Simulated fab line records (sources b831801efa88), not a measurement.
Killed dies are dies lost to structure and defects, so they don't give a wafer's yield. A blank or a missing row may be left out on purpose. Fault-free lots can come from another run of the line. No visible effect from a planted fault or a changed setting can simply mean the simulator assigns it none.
fab line records | flow sky130
[record] lots = 12 wafers = 33 last_day = 50
route steps=708 shown FIELD_ISO@1 VT_ADJUST_LVTN@104 VIA1@479 PAD_OPEN@708
lots that met no fault: from a run of the same line without faults
start_h: hours from the record's first day to the start of the lot's first wafer shown | wait_h: hours elapsed since this lot's preceding step | " identical to the entry in the row above | L1.1+2: a single row standing in for several wafers | - no value present, or no start provided | * or withheld: withheld | < > ~ a bound
route shown NAME@n: NAME is a module with steps in the file, n the number in the route of the first one | usual: the fault-free wafers' mean and standard deviation | same: alike in all rows | chamber/n: place in a boat | sites: the reading at each site | _std_site: standard deviation of those values | _edge_site: inner sites' mean taken away from outer sites' mean | radius_mm: how far each site lies from the wafer's centre | mask NAME#n: copy n | behind: the last tool/chamber to shape the wafer | hold: why the lot went on hold/how many hours it stayed there/how the hold came to an end | device: which transistor (n, p or np) failed to switch | end of line: the route-end tests of the same wafers | a step with no rows: only its recipe | killed: the dies lost at the first sort to structure and to defects; this is not the yield of the wafer | map: dies across one wafer; x = killed, . = not, _ = none there
set.NAME: setting as actually run; set.NAME@STEP: the setting as run at that earlier step | model.NAME: the simulator's own value behind a step, which no gauge read
route steps across a sampled set of lots; one table per step, one row per wafer
services: a tool's chamber out of use, with start hour (start_h, from the record's first day; less than 0 if before it), hours out, and reason
[[steps]]
[step SKY_FIELD_ISO_BOW_MEAS_00]
[recipe] mode = bow
[usual] INCOMING_BOW = 1/6.5
// columns lot.wafer tool chamber start_h wait_h INCOMING_BOW[um]
L607.2 film_metro-02 - 10.02 - 5
L607.3 " - " " -8
L607.5 " - " " -8
L610.3 film_metro-04 - 25.04 - 11
L610.4 " - " " 1
L610.5 " - " " -2
L612.1 film_metro-01 - 35.00 - 2
L612.2 " - " " 0
L612.6 " - " " 3
L613.1 film_metro-02 - 40.00 - 1
L613.3 " - " " -1
L613.4 " - " " 6
L614.2 film_metro-01 - 45.02 - 2
L614.3 " - " " -1
L614.5 " - " " 5
L616.4 film_metro-04 - 55.06 - 6
L616.5 " - " " 0
L616.6 " - " " -9
L620.4 film_metro-02 - 75.06 - 1
L620.5 " - " " -3
L623.4 film_metro-04 - 90.06 - 7
L623.6 " - " " 3
L624.1 film_metro-01 - 95.00 - 1
L624.6 " - " " 0
L625.2 film_metro-02 - 100.02 - -1
L625.5 " - " " 7
L625.6 " - " " -6
L626.2 film_metro-01 - 105.02 - -1
L626.3 " - " " 7
L626.6 " - " " -13
L629.3 film_metro-02 - 120.04 - 4
L629.5 " - " " -10
L629.6 " - " " -2
[step SKY_FIELD_ISO_THK_MEAS_04]
[recipe] reads = Si3N4_of_FIELD_ISO_CVD_03
[usual] FIELD_ISO_CVD_03_THK = 164.7/1.8
// columns lot.wafer tool chamber start_h wait_h FIELD_ISO_CVD_03_THK[nm]
L607.2 film_metro-04 - 16.94 0.0 162.9
L607.3 " - " " 164.1
L607.5 " - " " 165.4
L610.3 film_metro-04 - 34.02 0.0 164.9
L610.4 " - " " 165.7
L610.5 " - " " 164.1
L612.1 film_metro-04 - 44.55 0.0 164.0
L612.2 " - " " 162.8
L612.6 " - " " 162.6
L613.1 film_metro-01 - 51.51 0.0 161.6
L613.3 " - " " 161.9
L613.4 " - " " 162.3
L614.2 film_metro-04 - 56.24 0.0 161.9
L614.3 " - " " 162.5
L614.5 " - " " 162.3
L616.4 film_metro-02 - 63.50 0.1 165.0
L616.5 " - " " 164.6
L616.6 " - " " 163.5
L620.4 film_metro-01 - 79.81 0.0 164.0
L620.5 " - " " 163.8
L623.4 film_metro-02 - 93.51 0.0 163.3
L623.6 " - " " 164.2
L624.1 film_metro-01 - 99.69 0.0 165.9
L624.6 " - " " 165.5
L625.2 film_metro-02 - 104.38 0.0 163.5
L625.5 " - " " 164.5
L625.6 " - " " 163.7
L626.2 film_metro-02 - 109.49 0.0 168.8
L626.3 " - " " 167.9
L626.6 " - " " 168.8
L629.3 film_metro-02 - 127.66 0.0 165.4
L629.5 " - " " 164.2
L629.6 " - " " 164.9
[step SKY_VT_ADJUST_LVTN_OVL_MEAS_07]
[usual] VT_ADJUST_LVTN_OVL = 0.7/1.2
// columns lot.wafer tool chamber start_h wait_h VT_ADJUST_LVTN_OVL[nm]
L607.2 overlay-01 - 139.68 - -0.3
L607.3 " - " " 0.5
L607.5 " - " " 0.5
L610.3 overlay-02 - 166.48 - -0.3
L610.4 " - " " -0.8
L610.5 " - " " -0.1
L612.1 overlay-01 - 181.83 - 0.7
L612.2 " - " " 3.4
L612.6 " - " " 2.3
L613.1 overlay-01 - 186.02 - 0.1
L613.3 " - " " -0.1
L613.4 " - " " -0.9
L614.2 overlay-01 - 192.08 - -0.8
L614.3 " - " " 1.9
L614.5 " - " " 1.4
L616.4 overlay-02 - 201.54 - 3.2
L616.5 " - " " 0.7
L616.6 " - " " -0.9
L620.4 overlay-01 - 219.79 - -0.8
L620.5 " - " " 1.9
L623.4 overlay-01 - 241.84 - 1.6
L623.6 " - " " -0.5
L624.1 overlay-02 - 243.67 - 0.2
L624.6 " - " " -1.0
L625.2 overlay-01 - 256.43 - -1.0
L625.5 " - " " 0.3
L625.6 " - " " -0.6
L626.2 overlay-01 - 264.13 - 0.1
L626.3 " - " " 1.0
L626.6 " - " " -0.1
L629.3 overlay-01 - 281.59 - 0.5
L629.5 " - " " 1.3
L629.6 " - " " 1.4
[step SKY_VIA1_CVD_21]
[recipe] material = W target_thk_nm = 270 time_s = 80.902 temp_c = 400 pressure_torr = 40
[usual] heater_power_w = 907/86
// columns lot.wafer tool chamber start_h wait_h heater_power_w
L607.2 cvd_w-02 0 783.01 0.0 868
L607.3 " 0 " " 884
L607.5 " 1 " " 1019
L612.1 cvd_w-02 1 838.86 0.0 1010
L612.2 " 0 " " 883
L612.6 " 0 " " 863
L610.3 cvd_w-02 1 839.75 0.1 1012
L610.4 " 0 " " 890
L610.5 " 0 " " 833
L613.1 cvd_w-02 1 847.52 0.0 1027
L613.3 " 0 " " 875
L613.4 " 1 " " 1027
L614.2 cvd_w-02 1 852.76 0.0 1036
L614.3 " 1 " " 1003
L614.5 " 0 " " 844
L616.4 cvd_w-01 0 862.89 0.1 780
L616.5 " 0 " " 802
L616.6 " 1 " " 904
L620.4 cvd_w-01 0 889.29 0.1 770
L620.5 " 0 " " 780
L623.4 cvd_w-01 0 896.65 0.1 768
L623.6 " 0 " " 777
L624.1 cvd_w-01 1 898.19 0.0 899
L624.6 " 1 " " 898
L625.2 cvd_w-02 1 916.62 0.2 1034
L625.5 " 0 " " 892
L625.6 " 1 " " 1008
L626.2 cvd_w-02 1 930.80 0.0 1019
L626.3 " 0 " " 904
L626.6 " 1 " " 1031
L629.3 cvd_w-02 1 945.82 0.1 1037
L629.5 " 1 " " 1036
L629.6 " 0 " " 908
[step SKY_VIA1_RS_MEAS_22]
[recipe] thk_meas_gauge = four-point-probe reads = W_of_VIA1_CVD_21+TiN_of_VIA1_SPUTTER_20
[usual] VIA1_W_RS = 0.428/0.0088
// columns lot.wafer tool chamber start_h wait_h VIA1_W_RS[ohm/sq]
L607.2 film_metro-03 - 783.13 0.1 0.421
L607.3 " - " " 0.419
L607.5 " - " " 0.430
L612.1 film_metro-04 - 838.96 0.1 0.434
L612.2 " - " " 0.413
L612.6 " - " " 0.414
L610.3 film_metro-01 - 839.85 0.1 0.430
L610.4 " - " " 0.413
L610.5 " - " " 0.412
L613.1 film_metro-03 - 847.61 0.1 0.432
L613.3 " - " " 0.416
L613.4 " - " " 0.436
L614.2 film_metro-01 - 852.88 0.1 0.433
L614.3 " - " " 0.434
L614.5 " - " " 0.414
L616.4 film_metro-04 - 863.02 0.1 0.434
L616.5 " - " " 0.439
L616.6 " - " " 0.438
L620.4 film_metro-03 - 889.41 0.1 0.429
L620.5 " - " " 0.313
L623.4 film_metro-03 - 896.77 0.1 0.436
L623.6 " - " " 0.319
L624.1 film_metro-04 - 898.29 0.1 0.439
L624.6 " - " " 0.314
L625.2 film_metro-01 - 916.73 0.1 0.439
L625.5 " - " " 0.419
L625.6 " - " " 0.439
L626.2 film_metro-01 - 930.91 0.1 0.432
L626.3 " - " " 0.420
L626.6 " - " " 0.437
L629.3 film_metro-03 - 945.92 0.1 0.436
L629.5 " - " " 0.433
L629.6 " - " " 0.418
[step SKY_VIA1_THK_MEAS_23]
[recipe] thk_meas_gauge = xrf reads = W_of_VIA1_CVD_21
[usual] VIA1_W_THK = 265/6
// columns lot.wafer tool chamber start_h wait_h VIA1_W_THK[nm]
L607.2 film_metro-03 - 783.24 0.1 269
L607.3 " - " " 269
L607.5 " - " " 264
L612.1 film_metro-04 - 839.08 0.1 262
L612.2 " - " " 274
L612.6 " - " " 274
L610.3 film_metro-01 - 839.95 0.1 265
L610.4 " - " " 275
L610.5 " - " " 276
L613.1 film_metro-03 - 847.73 0.1 261
L613.3 " - " " 269
L613.4 " - " " 258
L614.2 film_metro-01 - 852.99 0.1 262
L614.3 " - " " 262
L614.5 " - " " 275
L616.4 film_metro-04 - 863.11 0.1 263
L616.5 " - " " 260
L616.6 " - " " 260
L620.4 film_metro-03 - 889.50 0.1 262
L620.5 " - " " 355
L623.4 film_metro-03 - 896.86 0.1 259
L623.6 " - " " 349
L624.1 film_metro-04 - 898.41 0.1 259
L624.6 " - " " 359
L625.2 film_metro-01 - 916.84 0.1 262
L625.5 " - " " 276
L625.6 " - " " 263
L626.2 film_metro-01 - 931.02 0.1 267
L626.3 " - " " 274
L626.6 " - " " 264
L629.3 film_metro-03 - 946.02 0.1 257
L629.5 " - " " 259
L629.6 " - " " 267
[step SKY_VIA1_CMP_24]
[recipe] stop_on = SiO2 t_overpolish_s = 15 down_force_psi = 3.5 platen_rpm = 60 target_thk_nm = 0 pad_velocity_m_s = 0.94248
[usual] motor_current_A = 10.8/1.2 time_to_endpoint_s = 66/4.9
// columns lot.wafer tool chamber start_h wait_h motor_current_A time_to_endpoint_s
L607.3 cmp-02 0 783.29 0.0 9.6 75
L607.2 " 1 " " 8.2 67
L607.5 " 1 " " 8.5 64
L612.1 cmp-01 3 839.19 0.1 9.8 57
L612.2 " 0 " " 12.8 68
L612.6 " 3 " " 10.4 61
L610.4 cmp-01 0 840.04 0.1 12.0 71
L610.3 " 1 " " 10.3 68
L610.5 " 3 " " 10.3 62
L613.1 cmp-01 3 847.79 0.1 10.4 61
L613.3 " 0 " " 12.1 70
L613.4 " 1 " " 11.1 67
L614.3 cmp-02 2 853.04 0.0 10.8 75
L614.2 " 1 " " 8.9 66
L614.5 " 3 " " 10.5 70
L616.4 cmp-02 0 863.19 0.1 9.8 69
L616.6 " 3 " " 10.7 63
L616.5 " 0 " " 10.6 71
L620.4 cmp-02 3 889.58 0.1 11.0 62
L620.5 " 3 " " 11.0 84
L623.4 cmp-01 3 897.04 0.2 10.6 62
L623.6 " 1 " " 10.6 92
L624.1 cmp-02 2 898.47 0.1 10.5 69
L624.6 " 3 " " 10.9 88
L625.2 cmp-01 2 917.04 0.2 12.4 62
L625.5 " 3 " " 10.6 67
L625.6 " 0 " " 12.5 66
L626.2 cmp-01 3 931.17 0.1 10.1 61
L626.3 " 0 " " 12.7 69
L626.6 " 2 " " 12.3 59
L629.3 cmp-01 2 946.40 0.4 12.4 57
L629.5 " 3 " " 10.2 60
L629.6 " 0 " " 12.5 67
[step SKY_PAD_OPEN_PROBE_99]
[usual] defect_limited_yield = 82.2/1.8 killed_at_M0_to_M3 = 42/6.1 killed_at_M4_up = 3.3/1.7 killed_at_contacts = 25/5.4 killed_at_front_end = 16/4.6 killed_at_other = 0.4/0.55 killed_dies = 87/8.8 killed_open = 47/7.1 killed_short = 40/5.8 sort_bin_3_pad_short = 0.9/0.45 sort_bin_5_function = 10.7/1.4 sort_bin_6_memory = 6.2/1.2 sort_bin_8_speed = 0.00/0.017 sort_n_pass = 405/8.8 sort_yield_pct = 82.2/1.8
[same] gross_dies = 492 killed_at_back_side = 0 sort_bin_4_leakage[%] = 0
// columns lot.wafer tool chamber start_h wait_h defect_limited_yield[%] killed_at_M0_to_M3 killed_at_M4_up killed_at_contacts killed_at_front_end killed_at_other killed_dies killed_open killed_short sort_bin_3_pad_short[%] sort_bin_5_function[%] sort_bin_6_memory[%] sort_bin_8_speed[%] sort_n_pass sort_yield_pct[%]
L613.1 prober-02 - 1115.89 0.1 83.3 36 5 26 14 1 82 37 45 0.2 11.4 5.1 0 410 83.3
L613.3 prober-02 - 1115.99 0.2 79.1 47 2 36 18 0 103 51 52 0.6 13.0 7.3 0 389 79.1
L613.4 prober-02 - 1116.04 0.2 82.1 41 7 24 15 1 88 49 37 1.2 11.6 5.1 0 404 82.1
L614.2 prober-02 - 1121.53 0.1 81.7 33 5 33 18 1 90 48 42 0.8 11.2 6.3 0 402 81.7
L614.3 prober-02 - 1121.58 0.2 80.3 50 5 24 17 1 97 53 44 1.2 12.0 6.5 0 395 80.3
L614.5 prober-02 - 1121.68 0.2 79.7 50 4 33 12 1 100 58 42 1.0 13.2 6.1 0 392 79.7
L616.4 prober-02 - 1130.02 0.2 81.5 39 1 32 18 1 91 52 37 0.4 12.6 5.5 0 401 81.5
L616.5 prober-02 - 1130.07 0.2 82.7 38 3 29 15 0 85 48 35 0.8 10.8 5.7 0 407 82.7
L616.6 prober-02 - 1130.12 0.2 81.5 41 6 24 20 0 91 51 38 0.6 10.6 7.3 0 401 81.5
L623.4 prober-01 - 1156.56 0.2 82.3 46 2 28 11 0 87 55 32 1.0 11.6 5.1 0 405 82.3
L623.6 prober-01 - 1156.66 0.2 81.9 42 0 23 24 0 89 53 35 0.6 10.8 6.7 0 403 81.9
// killed by level:class
L613.1 CONTACT:geometric_particle:open=9 CONTACT:geometric_particle:short=6 VIA1:geometric_particle:short=6 POLY_GATE:geometric_particle:short=5 LI_CONTACT:geometric_particle:open=5 METAL2:geometric_particle:short=5 VIA2:geometric_particle:open=5 FIELD_ISO:geometric_particle:short=4
L613.3 LOCAL_INTERCONNECT:geometric_particle:short=13 VIA1:geometric_particle:open=9 LI_CONTACT:geometric_particle:open=8 VIA3:geometric_particle:open=7 CONTACT:geometric_particle:open=7 VIA2:geometric_particle:open=6 METAL1:geometric_particle:short=5 METAL3:geometric_particle:short=5
L613.4 CONTACT:geometric_particle:open=11 VIA3:geometric_particle:open=9 VIA2:geometric_particle:open=7 VIA1:geometric_particle:short=6 VIA1:geometric_particle:open=6 METAL4:geometric_particle:short=6 FIELD_ISO:geometric_particle:short=4 POLY_GATE:geometric_particle:open=4
L614.2 VIA2:geometric_particle:open=9 LI_CONTACT:geometric_particle:open=8 LOCAL_INTERCONNECT:geometric_particle:short=8 POLY_GATE:geometric_particle:short=7 CONTACT:geometric_particle:short=7 CONTACT:geometric_particle:open=7 VIA1:geometric_particle:open=6 VIA3:geometric_particle:open=6
L614.3 CONTACT:geometric_particle:open=12 VIA2:geometric_particle:open=11 FIELD_ISO:geometric_particle:open=7 LI_CONTACT:geometric_particle:open=7 VIA1:geometric_particle:short=7 VIA1:geometric_particle:open=7 METAL1:geometric_particle:short=6 VIA3:geometric_particle:short=6
L614.5 CONTACT:geometric_particle:open=13 VIA2:geometric_particle:open=11 LI_CONTACT:geometric_particle:open=10 VIA1:geometric_particle:open=9 LOCAL_INTERCONNECT:geometric_particle:short=7 METAL2:geometric_particle:short=7 VIA1:geometric_particle:short=7 METAL1:geometric_particle:short=5
L616.4 CONTACT:geometric_particle:open=12 VIA1:geometric_particle:open=10 VIA3:geometric_particle:open=9 LI_CONTACT:geometric_particle:open=6 CONTACT:geometric_particle:short=6 METAL1:geometric_particle:short=6 POLY_GATE:geometric_particle:open=5 LI_CONTACT:geometric_particle:short=4
L616.5 CONTACT:geometric_particle:open=11 LI_CONTACT:geometric_particle:open=9 VIA2:geometric_particle:open=7 LI_CONTACT:geometric_particle:short=6 VIA1:geometric_particle:open=5 VIA1:geometric_particle:short=4 METAL2:geometric_particle:short=4 VIA2:geometric_particle:short=4
L616.6 VIA1:geometric_particle:open=8 LI_CONTACT:geometric_particle:open=8 CONTACT:geometric_particle:open=6 VIA3:geometric_particle:open=6 VIA2:geometric_particle:open=5 SPACER:geometric_particle:open=4 CONTACT:geometric_particle:short=4 METAL2:geometric_particle:short=4
L623.4 VIA1:geometric_particle:open=12 CONTACT:geometric_particle:open=10 LI_CONTACT:geometric_particle:open=8 FIELD_ISO:geometric_particle:open=6 VIA2:geometric_particle:open=6 LOCAL_INTERCONNECT:geometric_particle:short=4 VIA1:geometric_particle:short=4 METAL1:geometric_particle:short=4
L623.6 CONTACT:geometric_particle:open=9 METAL1:geometric_particle:short=9 VIA2:geometric_particle:open=9 FIELD_ISO:geometric_particle:open=6 VIA1:geometric_particle:open=6 FIELD_ISO:geometric_particle:short=5 VIA3:geometric_particle:open=5 POLY_GATE:geometric_particle:open=4
[[services]]
// columns tool chamber start_h hours kind
cmp-01 - 797.47 6.1 pm
cmp-01 - 803.60 4.8 pm
cmp-02 - 803.77 0.6 repair
cmp-01 - 804.68 4.7 repair
cvd_w-01 - 820.94 6.9 pm
cmp-01 - 844.00 0.2 repair
cmp-02 - 849.99 1.4 repair
cmp-02 - 855.26 1.8 repair
cmp-02 - 877.77 1.3 repair
cvd_w-01 - 904.00 14.0 pm
cvd_w-01 0 904.00 14.0 vent_cycle
cvd_w-01 1 904.00 14.0 vent_cycle
cmp-02 - 912.00 4.0 pm
cvd_w-02 - 913.86 0.3 repair
cmp-02 - 916.00 - consumable_replace:conditioner
cmp-02 - 916.00 - consumable_replace:pad
cvd_w-01 0 918.00 - clean
cvd_w-01 1 918.00 - clean
[[key]]
[first_sign] step = SKY_VIA1_RS_MEAS_22 reading = VIA1_W_RS direction = down sigmas = 13 usual = 0.428 struck = 0.315
[effect] step = SKY_VIA1_THK_MEAS_23 reading = VIA1_W_THK direction = up sigmas = 15 usual = 265 struck = 354
[effect] step = SKY_VIA1_CMP_24 reading = time_to_endpoint_s direction = up sigmas = 4.4 usual = * struck = *
met_at SKY_VIA1_CVD_21
struck_lots L620,L623,L624
struck_wafers L620.5,L623.6,L624.6
not_acting_at SKY_FIELD_ISO_BOW_MEAS_00,SKY_FIELD_ISO_THK_MEAS_04,SKY_VT_ADJUST_LVTN_OVL_MEAS_07
onset_between 862.89 889.29
[fault] kind = process_parameter_drift tool = cvd_w-01 chamber = - onset_h = 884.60 steps = SKY_VIA1_CVD_21 channel = target_thk_nm offset = 98.401 shape = step end_h = 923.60 scope = struck_wafers_only acts_in = these_recipes_only stated = 270
